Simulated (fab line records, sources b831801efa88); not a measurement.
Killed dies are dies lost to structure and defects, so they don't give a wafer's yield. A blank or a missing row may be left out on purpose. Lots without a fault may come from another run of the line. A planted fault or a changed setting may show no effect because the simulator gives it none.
fab line records | flow gf180mcu
record lots=14 wafers=42 last_day=34
route steps=602 shown M4@459 MIM@503 PASSIVATION@598
lots that met no fault: from a run of the same line without faults
start_h: hours from the record's first day to the start of the lot's first wafer shown | wait_h: hours since the lot's step before | " the same as in the row above | L1.1+2: a row that stands for several wafers | - no value, or no start given | * or withheld: withheld | < > ~ a bound
route shown NAME@n: a module of which the file shows steps, and the number in the route of the first | usual: mean/standard deviation of fault-free wafers | same: alike in all rows | chamber/n: place in a boat | sites: the reading at each site | _std_site: their standard deviation | _edge_site: outer sites' mean less inner sites' | radius_mm: how far each site lies from the wafer's centre | mask NAME#n: copy n | behind: the tool/chamber that last shaped the wafer | hold: why the lot was held/for how many hours/how that ended | device: the transistor (n, p or np) that didn't switch | end of line: the same wafers' tests at the end of the route | a step without rows: its recipe alone | killed: dies lost to structure and defects at the first sort, not the wafer's yield | map: a wafer's dies, x killed, . not, _ none there
set.NAME: the setting as run; set.NAME@STEP: as run at that earlier step | model.NAME: the simulator's own value behind a step, which no gauge read
steps of the route over a sample of lots; a table a step, a row a wafer
services: from which hour (start_h, from the record's first day; less than 0 if before it) a tool's chamber was out of use, for how many hours, and why
## steps
# step GF_M4_SPUTTER_03
# recipe material=Ti target_thk_nm=10 substrate_temp_c=300 chamber_pressure_pa=0.3 power_w=3000 time_s=6.7
# usual throttle_valve_pct=29.9/0.94
# columns lot.wafer tool chamber start_h wait_h throttle_valve_pct
L191.2 pvd_sputter-03 - 513.41 0.0 28.5
L191.3 " - " " 30.4
L191.4 " - " " 29.0
L192.2 pvd_sputter-01 - 523.77 0.0 29.2
L192.3 " - " " 31.7
L192.6 " - " " 29.3
L194.1 pvd_sputter-04 - 541.79 0.0 31.0
L194.2 " - " " 28.9
L194.6 " - " " 28.8
L195.4 pvd_sputter-04 - 556.72 0.0 28.7
L195.5 " - " " 31.2
L195.6 " - " " 29.4
L196.2 pvd_sputter-04 - 566.67 0.0 31.0
L196.5 " - " " 29.7
L196.6 " - " " 28.9
L197.3 pvd_sputter-01 - 575.39 0.0 31.2
L197.4 " - " " 29.9
L197.6 " - " " 31.1
L198.3 pvd_sputter-01 - 580.37 0.0 29.2
L198.5 " - " " 31.3
L198.6 " - " " 30.0
L199.1 pvd_sputter-03 - 583.78 0.0 30.3
L199.3 " - " " 29.7
L199.4 " - " " 28.5
L200.3 pvd_sputter-03 - 596.98 0.0 28.1
L200.4 " - " " 29.0
L200.5 " - " " 30.2
L201.3 pvd_sputter-03 - 602.23 0.0 29.3
L201.4 " - " " 30.3
L201.6 " - " " 30.2
L202.1 pvd_sputter-01 - 605.82 0.0 30.1
L202.5 " - " " 31.2
L202.6 " - " " 30.3
L209.2 pvd_sputter-03 - 668.60 10.2 30.1
L209.3 " - " " 28.2
L209.4 " - " " 29.8
L211.4 pvd_sputter-01 - 675.01 0.0 31.2
L211.5 " - " " 29.5
L211.6 " - " " 31.3
L212.1 pvd_sputter-04 - 678.00 0.0 29.9
L212.3 " - " " 31.1
L212.4 " - " " 29.6
# step GF_M4_CD_MEAS_14
# recipe target_cd_nm=280
# usual cd_nm=280.3/1.3
# columns lot.wafer tool chamber start_h wait_h cd_nm
L191.2 cd_sem-01 - 537.10 0.1 280.8
L191.3 " - " " 281.1
L191.4 " - " " 280.9
L192.2 cd_sem-01 - 546.62 0.1 280.1
L192.3 " - " " 280.9
L192.6 " - " " 280.6
L194.1 cd_sem-02 - 564.15 0.1 280.4
L194.2 " - " " 278.8
L194.6 " - " " 279.9
L195.4 cd_sem-01 - 578.55 0.1 278.1
L195.5 " - " " 277.8
L195.6 " - " " 278.5
L196.2 cd_sem-02 - 587.95 0.1 279.4
L196.5 " - " " 279.4
L196.6 " - " " 278.9
L197.3 cd_sem-01 - 597.02 0.1 281.4
L197.4 " - " " 280.5
L197.6 " - " " 281.0
L198.3 cd_sem-01 - 602.03 0.1 280.7
L198.5 " - " " 280.6
L198.6 " - " " 281.3
L199.1 cd_sem-02 - 604.74 0.1 282.2
L199.3 " - " " 282.8
L199.4 " - " " 281.7
L200.3 cd_sem-02 - 617.97 0.1 280.6
L200.4 " - " " 279.7
L200.5 " - " " 280.3
L201.3 cd_sem-01 - 622.59 0.1 278.5
L201.4 " - " " 279.9
L201.6 " - " " 279.8
L202.1 cd_sem-01 - 626.29 0.1 279.7
L202.5 " - " " 280.0
L202.6 " - " " 279.6
L209.2 cd_sem-02 - 690.51 0.1 279.8
L209.3 " - " " 279.7
L209.4 " - " " 280.1
L211.4 cd_sem-01 - 693.44 0.1 278.9
L211.5 " - " " 279.2
L211.6 " - " " 279.8
L212.1 cd_sem-02 - 696.85 0.1 282.6
L212.3 " - " " 281.8
L212.4 " - " " 281.8
# step GF_MIM_SPUTTER_00
# recipe material=Ti target_thk_nm=37.5 arriving_ion_energy_ev=80 substrate_temp_c=200 chamber_pressure_pa=2 power_w=4000 time_s=150
# usual throttle_valve_pct=30.1/0.96
# columns lot.wafer tool chamber start_h wait_h throttle_valve_pct
L191.2 pvd_sputter-03 - 561.77 0.2 28.2
L191.3 " - " " 28.9
L191.4 " - " " 30.4
L192.2 pvd_sputter-03 - 571.65 0.2 29.3
L192.3 " - " " 30.3
L192.6 " - " " 29.1
L194.1 pvd_sputter-01 - 588.76 0.1 30.0
L194.2 " - " " 29.6
L194.6 " - " " 31.6
L195.4 pvd_sputter-01 - 603.50 0.2 29.5
L195.5 " - " " 31.4
L195.6 " - " " 29.3
L196.2 pvd_sputter-01 - 612.51 0.2 31.8
L196.5 " - " " 29.5
L196.6 " - " " 31.8
L197.3 pvd_sputter-02 - 620.49 0.2 31.0
L197.4 " - " " 31.4
L197.6 " - " " 31.0
L198.3 pvd_sputter-02 - 626.00 0.1 31.4
L198.5 " - " " 31.2
L198.6 " - " " 30.8
L199.1 pvd_sputter-03 - 628.36 0.2 29.9
L199.3 " - " " 30.2
L199.4 " - " " 28.5
L200.3 pvd_sputter-01 - 640.39 0.2 29.4
L200.4 " - " " 31.2
L200.5 " - " " 30.1
L201.3 pvd_sputter-01 - 646.40 0.1 31.3
L201.4 " - " " 30.0
L201.6 " - " " 29.8
L202.1 pvd_sputter-03 - 648.84 0.1 29.2
L202.5 " - " " 29.9
L202.6 " - " " 30.3
L209.2 pvd_sputter-03 - 712.61 0.2 29.9
L209.3 " - " " 28.6
L209.4 " - " " 30.4
L211.4 pvd_sputter-03 - 715.78 0.2 29.2
L211.5 " - " " 29.3
L211.6 " - " " 30.0
L212.1 pvd_sputter-03 - 718.44 0.1 29.3
L212.3 " - " " 30.4
L212.4 " - " " 28.3
# step GF_PASSIVATION_ETCH_11
# recipe chemistry=CF4/O2 target_depth_nm=1800 stop_on=TiN source_w=800 bias_w=150 pressure_mtorr=150 cf4_flow_sccm=80 O2_flow_sccm=10 time_s=400
# usual O2_flow_sccm=10.001/0.03 drypump_motor_current_A=5.5/0.31 oes_product_au=0.960/0.0079 rf_fwd_power_W=798.5/2.6 throttle_valve_pct=5.960/0.0094
# columns lot.wafer tool chamber start_h wait_h O2_flow_sccm drypump_motor_current_A oes_product_au rf_fwd_power_W rf_hours_counter_h throttle_valve_pct
L191.2 rie_diel-04 2 669.44 - 9.992 5.0 0.958 797.3 4 5.957
L191.3 " 3 " " 10.048 5.2 0.946 802.5 13 5.947
L191.4 " 0 " " 10.062 6.0 0.969 802.1 - 5.956
L192.2 rie_diel-03 0 677.40 - 10.048 5.5 0.954 798.6 4 5.970
L192.3 " 3 " " 9.984 5.8 0.953 800.4 21 5.966
L192.6 " 0 " " 10.042 5.5 0.965 797.6 - 5.965
L194.1 rie_diel-02 0 693.74 - 9.994 5.5 0.942 797.5 17 5.971
L194.2 " 3 " " 9.966 5.8 0.953 794.3 37 5.967
L194.6 " 3 " " 9.938 5.8 0.970 795.3 - 5.946
L195.4 rie_diel-03 1 706.44 - 10.022 5.0 0.964 799.1 7 5.961
L195.5 " 3 " " 10.049 5.8 0.952 799.7 - 5.968
L195.6 " 0 " " 9.970 5.5 0.962 796.5 - 5.959
L196.2 rie_diel-03 2 715.69 - 10.061 5.9 0.950 801.3 11 5.953
L196.5 " 2 " " 10.033 5.8 0.967 805.8 - 5.952
L196.6 " 1 " " 10.027 5.0 0.978 800.1 - 5.967
L197.3 rie_diel-02 2 722.99 - 10.027 5.2 0.950 797.4 40 5.959
L197.4 " 1 " " 10.007 5.3 0.977 798.4 5 5.963
L197.6 " 3 " " 10.000 5.7 0.978 796.7 - 5.977
L198.3 rie_diel-04 3 728.29 - 9.952 5.2 0.969 798.9 16 5.958
L198.5 " 3 " " 10.019 5.2 0.969 801.7 - 5.966
L198.6 " 0 " " 9.958 6.1 0.977 798.6 - 5.983
L199.1 rie_diel-02 3 728.64 - 9.963 5.8 0.956 793.9 39 5.954
L199.3 " 0 " " 9.974 5.4 0.956 800.7 19 5.973
L199.4 " 3 " " 9.998 5.8 0.966 797.5 - 5.946
L200.3 rie_diel-03 1 738.89 - 10.043 5.0 0.958 795.9 8 5.942
L200.4 " 2 " " 9.990 5.8 0.964 800.0 12 5.969
L200.5 " 1 " " 9.997 5.0 0.965 797.1 - 5.964
L201.3 rie_diel-02 2 743.80 - 10.008 5.2 0.951 796.5 41 5.943
L201.4 " 1 " " 9.985 5.3 0.966 799.1 6 5.964
L201.6 " 1 " " 9.991 5.3 0.959 799.1 - 5.968
L202.1 rie_diel-04 2 745.25 - 10.027 5.0 0.964 799.1 6 5.951
L202.5 " 0 " " 9.994 6.0 0.960 798.5 - 5.976
L202.6 " 1 " " 9.968 5.4 0.969 795.1 - 5.967
L209.2 rie_diel-03 1 797.64 - 9.989 5.1 0.921 667.5 11 5.948
L209.3 " 2 " " 9.970 5.8 0.906 670.1 15 5.941
L209.4 " 0 " " 9.987 5.6 0.908 673.5 10 5.954
L211.4 rie_diel-03 3 803.07 - 9.978 5.8 0.915 668.1 - 5.951
L211.5 " 1 " " 10.044 5.0 0.939 674.0 - 5.951
L211.6 " 0 " " 9.947 5.5 0.915 666.2 - 5.944
L212.1 rie_diel-02 3 806.30 - 9.999 5.7 0.941 802.8 42 5.951
L212.3 " 1 " " 9.960 5.3 0.962 799.9 9 5.956
L212.4 " 1 " " 9.959 5.3 0.960 800.8 - 5.949
# step GF_PASSIVATION_STRIP_12
# recipe chemistry=O2/N2 power_w=1400 pressure_mtorr=1500 platen_temp_c=250 o2_flow_sccm=3000 n2_flow_sccm=300 overash_fraction=0.5
# usual drypump_motor_current_A=5.8/0.47 heater_power_w=374/30 oes_product_au=0.719/0.0048 strip_time_to_endpoint_s=34.75/0.27
# columns lot.wafer tool chamber start_h wait_h drypump_motor_current_A heater_power_w oes_product_au rf_hours_counter_h strip_time_to_endpoint_s
L191.2 plasma_asher-04 1 669.68 0.1 5.6 415 0.713 88 34.49
L191.3 " 1 " " 5.6 420 0.721 - 34.77
L191.4 " 0 " " 5.7 389 0.720 - 34.72
L192.2 plasma_asher-03 0 677.64 0.1 6.2 381 0.718 26 35.05
L192.3 " 0 " " 6.2 390 0.723 - 34.85
L192.6 " 0 " " 6.2 385 0.728 - 34.98
L194.1 plasma_asher-02 1 693.98 0.1 5.6 333 0.712 60 34.53
L194.2 " 0 " " 6.8 350 0.716 60 34.85
L194.6 " 1 " " 5.6 334 0.718 - 35.06
L195.4 plasma_asher-04 0 706.72 0.2 5.7 400 0.719 - 34.47
L195.5 " 1 " " 5.6 429 0.721 - 34.60
L195.6 " 0 " " 5.7 398 0.724 - 34.91
L196.2 plasma_asher-03 1 715.93 0.1 5.4 358 0.707 30 34.80
L196.5 " 0 " " 6.2 380 0.714 - 34.60
L196.6 " 1 " " 5.4 361 0.716 - 34.72
L197.3 plasma_asher-03 0 723.27 0.2 6.3 384 0.721 - 34.99
L197.4 " 1 " " 5.3 357 0.718 - 34.53
L197.6 " 1 " " 5.4 362 0.723 - 34.63
L198.3 plasma_asher-03 1 728.56 0.2 5.3 342 0.716 - 34.66
L198.5 " 1 " " 5.3 346 0.711 - 34.58
L198.6 " 0 " " 6.3 390 0.728 - 34.53
L199.1 plasma_asher-02 1 728.88 0.1 5.6 332 0.724 64 34.93
L199.3 " 0 " " 6.8 332 0.723 - 34.90
L199.4 " 1 " " 5.6 333 0.719 - 34.83
L200.3 plasma_asher-04 0 739.17 0.2 5.7 387 0.725 - 34.47
L200.4 " 1 " " 5.6 422 0.725 - 34.74
L200.5 " 1 " " 5.6 420 0.720 - 34.37
L201.3 plasma_asher-04 0 744.07 0.2 5.6 405 0.717 - 34.94
L201.4 " 1 " " 5.6 403 0.715 - 34.48
L201.6 " 1 " " 5.6 421 0.720 - 34.53
L202.1 plasma_asher-04 1 745.49 0.1 5.6 423 0.723 96 34.76
L202.5 " 0 " " 5.7 398 0.717 - 34.63
L202.6 " 1 " " 5.6 427 0.725 - 35.45
L209.2 plasma_asher-04 1 797.88 0.1 5.6 416 0.723 103 36.63
L209.3 " 0 " " 5.7 398 0.725 - 36.99
L209.4 " 1 " " 5.6 424 0.721 - 37.00
L211.4 plasma_asher-03 0 803.22 0.0 6.2 386 0.716 - 36.76
L211.5 " 1 " " 5.4 356 0.718 - 36.21
L211.6 " 0 " " 6.2 387 0.717 - 36.64
L212.1 plasma_asher-03 1 806.54 0.1 5.3 355 0.716 41 34.79
L212.3 " 0 " " 6.3 382 0.719 - 34.26
L212.4 " 1 " " 5.4 352 0.724 - 34.25
## services
# columns tool chamber start_h hours kind
pvd_sputter-03 - 500.86 0.6 repair
rie_diel-04 1 507.56 2.7 repair
plasma_asher-04 - 523.81 1.6 repair
pvd_sputter-03 - 532.68 7.4 repair
plasma_asher-03 - 565.27 15.6 pm
pvd_sputter-01 - 584.54 2.1 repair
rie_diel-03 2 590.55 1.2 repair
rie_diel-03 2 595.94 7.6 repair
rie_diel-02 - 606.11 14.6 pm
rie_diel-03 2 606.25 2.4 repair
plasma_asher-04 - 612.18 0.4 repair
rie_diel-03 - 613.47 14.6 pm
rie_diel-02 - 653.17 0.7 repair
rie_diel-03 - 666.08 0.4 repair
pvd_sputter-03 - 671.58 1.7 repair
rie_diel-03 2 679.45 15.1 repair
rie_diel-03 3 692.61 2.3 repair
pvd_sputter-01 - 704.49 3.5 repair
pvd_sputter-03 - 713.05 2.2 repair
pvd_sputter-01 - 720.69 3.6 repair
rie_diel-02 2 728.13 2.7 repair
pvd_sputter-04 - 789.72 9.1 repair
plasma_asher-03 - 794.19 2.8 pm
rie_diel-03 2 799.20 14.6 repair
## key
first_sign step=GF_PASSIVATION_ETCH_11 reading=rf_fwd_power_W direction=down sigmas=49 usual=798.5 struck=669.9
effect step=GF_PASSIVATION_ETCH_11 reading=oes_product_au direction=down sigmas=5.4 usual=0.960 struck=0.917
effect step=GF_PASSIVATION_STRIP_12 reading=strip_time_to_endpoint_s direction=up sigmas=7.2 usual=* struck=*
met_at GF_PASSIVATION_ETCH_11
struck_lots L209,L211
later_rows_left_out L209.2,L209.3,L209.4,L211.4,L211.5,L211.6
sort_left_out L209.2,L209.3,L209.4,L211.4,L211.5,L211.6
not_acting_at GF_M4_SPUTTER_03,GF_M4_CD_MEAS_14,GF_MIM_SPUTTER_00
onset_between 738.89 797.64
fault kind=process_parameter_drift tool=rie_diel-03 chamber=- onset_h=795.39 steps=GF_PASSIVATION_ETCH_11 channel=source_w offset=-128 shape=step end_h=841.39 acts_in=these_recipes_only stated=800
# sort_left_out: the simulated sort isn't trusted on such a fault, so these wafers' sort isn't shown, and their yield isn't known
# later_rows_left_out: the simulator's readings of these wafers behind a module that went badly wrong aren't trusted and aren't shown, but for the sort
